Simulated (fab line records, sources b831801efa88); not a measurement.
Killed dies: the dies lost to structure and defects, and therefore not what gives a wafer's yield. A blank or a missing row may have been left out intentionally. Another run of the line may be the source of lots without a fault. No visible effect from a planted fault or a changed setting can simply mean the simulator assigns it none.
Which tool is to blame? | flow sky130 | 33 wafers from 11 lots sampled at 2 of the route's 708 steps

## WHAT THE GAUGES SHOWED, per wafer
SKY_POLY_GATE_THK_MEAS_01. Usual: POLY_GATE_CVD_00_THK 180.0 nm, standard deviation 1.3.
lot  | measured     | on            | POLY_GATE_CVD_00_THK (nm) | flag
L544 | day 13 23:04 | film metro-01 | 180.6 180.5 181.4         |
L546 | day 14 12:40 | film metro-04 | 178.7 179.7 181.3         |
L549 | day 16 19:17 | film metro-04 | 180.8 181.0 180.1         |
L554 | day 17 21:23 | film metro-02 | 179.7 180.1 181.3         |
L555 | day 18 04:20 | film metro-01 | 181.0 181.2 182.6         |
L556 | day 18 16:55 | film metro-02 | 178.4 180.4 180.1         |
L562 | day 20 15:02 | film metro-04 | 178.7 178.8 180.2         |
L563 | day 20 19:23 | film metro-01 | 179.5 179.7 179.3         |
L564 | day 21 01:37 | film metro-01 | 180.7 181.3 179.1         |
L565 | day 21 12:12 | film metro-01 | 178.2 177.8 177.8         |
L567 | day 22 00:37 | film metro-02 | 181.3 181.3 179.9         |

## WHICH TOOL RAN EACH LOT (tool, then ch and the chambers of the sampled wafers, then the start)
lot  | SKY_NWELL_STRIP_14
L544 | plasma asher-04 ch 0,1, day 4 15:15
L546 | plasma asher-03 ch 0,1, day 5 02:03
L549 | plasma asher-03 ch 0,1, day 5 20:23
L554 | plasma asher-03 ch 0, day 7 04:51
L555 | plasma asher-02 ch 0,1, day 7 08:42
L556 | plasma asher-02 ch 0,1, day 7 16:24
L562 | plasma asher-03 ch 0,1, day 9 00:23
L563 | plasma asher-03 ch 0,1, day 9 07:00
L564 | plasma asher-02 ch 0,1, day 9 08:42
L565 | plasma asher-03 ch 1, day 9 15:55
L567 | plasma asher-04 ch 0,1, day 10 02:56
- SKY_NWELL_STRIP_14: strips in O2/N2.

## AS READ BY THE TOOLS THEMSELVES (means over the sampled wafers that have a number; for cases with no such wafer, the mark the record gives instead)
SKY_NWELL_STRIP_14. Usual: chamber pressure mTorr 1499.9 mTorr, standard deviation 1.2; drypump motor current A 5.6 A, standard deviation 0.57; oes product au 0.722 a.u., standard deviation 0.0047; strip time to endpoint s 36.98 s, standard deviation 0.098.
lot  | tool            | chamber pressure mTorr (mTorr) | drypump motor current A (A) | oes product au (a.u.) | strip time to endpoint s (s) | flag
L544 | plasma asher-04 | 1500.3                         | 5.8                         | 0.720                 | 36.97                        |
L546 | plasma asher-03 | 1500.1                         | 5.3                         | 0.725                 | 36.85                        |
L549 | plasma asher-03 | 1499.5                         | 5.7                         | 0.720                 | 36.87                        |
L554 | plasma asher-03 | 1500.0                         | 4.8                         | 0.719                 | 37.09                        |
L555 | plasma asher-02 | 1499.9                         | 5.8                         | 0.723                 | 36.99                        |
L556 | plasma asher-02 | 1499.9                         | 5.9                         | 0.724                 | 37.03                        |
L562 | plasma asher-03 | 1500.1                         | 5.7                         | 0.720                 | 36.97                        |
L563 | plasma asher-03 | 1499.5                         | 5.7                         | 0.723                 | 37.04                        |
L564 | plasma asher-02 | 1500.3                         | 5.9                         | 0.730                 | 36.97                        |
L565 | plasma asher-03 | 1500.4                         | 6.1                         | 0.721                 | 37.12                        |
L567 | plasma asher-04 | 1499.4                         | 5.8                         | 0.716                 | 37.15                        |

## THE ANSWER, worked out from the rows above alone
Rule: lot off if the mean of its wafers having a number is beyond 3 standard deviations from the usual mean. A lot without any number at a reading at which 4 lots or more have one is off too. The other lots that the step has rows for count as sound. Order of review: gauges by route order, followed by the tools' own readings, for which a lot's mean as printed above is used. At the first step where some lot is off, the reading lying furthest off is the one used; lots without a number count as furthest.
None of the lots is off at any reading shown; this tells nothing.

## WHAT THE SIMULATOR PUT IN
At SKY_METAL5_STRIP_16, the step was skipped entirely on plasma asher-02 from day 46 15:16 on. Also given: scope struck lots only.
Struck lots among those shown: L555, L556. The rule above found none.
